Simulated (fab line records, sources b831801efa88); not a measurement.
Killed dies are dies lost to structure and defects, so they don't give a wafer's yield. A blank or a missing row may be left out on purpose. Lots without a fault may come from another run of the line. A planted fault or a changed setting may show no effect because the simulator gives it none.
Which tool did it? | flow sky130 | 12 lots, 36 wafers sampled, at 1 step of a route of 708

WHAT THE GAUGES READ, wafer by wafer
SKY_NWELL_TW_MEAS_26.
lot  | measured     | on            | NWELL_2_TW
L075 | day 5 11:23  | film_metro-03 | 492.6 494.9 497.3
L077 | day 6 00:53  | film_metro-03 | 494.7 494.0 494.6
L079 | day 6 10:56  | film_metro-04 | 501.4 498.7 501.4
L081 | day 7 01:02  | film_metro-04 | 498.7 501.1 498.7
L083 | day 7 11:38  | film_metro-04 | 498.0 497.8 495.1
L085 | day 8 05:18  | film_metro-02 | 490.3 490.2 489.0
L087 | day 8 12:52  | film_metro-02 | 491.1 490.0 492.2
L089 | day 9 02:22  | film_metro-02 | 493.8 491.3 496.5
L091 | day 9 15:02  | film_metro-04 | 497.7 502.4 497.8
L093 | day 10 07:51 | film_metro-03 | 497.1 496.9 497.8
L095 | day 10 13:40 | film_metro-02 | 492.5 491.1 493.9
L097 | day 11 02:35 | film_metro-04 | 497.2 493.1 495.0

WHICH TOOL RAN EACH LOT (tool, then ch and the chambers of the sampled wafers, then the start)
The record holds no process step before these readings.

THE ANSWER, worked out from the rows above alone
Rule: what is usual is taken from the lots themselves. Put in order of their means at a reading, lots are off if they are a third of the lots or fewer, leave a main group of 4 or more, and stand apart from it by a gap of 3 or more times the standard deviation of the main group's means; of several such gaps the widest counts. A main group whose means are all the same, to the digits that the tables above print for the reading, isn't used. A lot without any number at a reading at which 4 lots or more have one is off too. The other lots that the step has rows for count as sound.
No lot is off at any reading shown: from this, nothing can be told.

WHAT THE SIMULATOR HAD PUT IN
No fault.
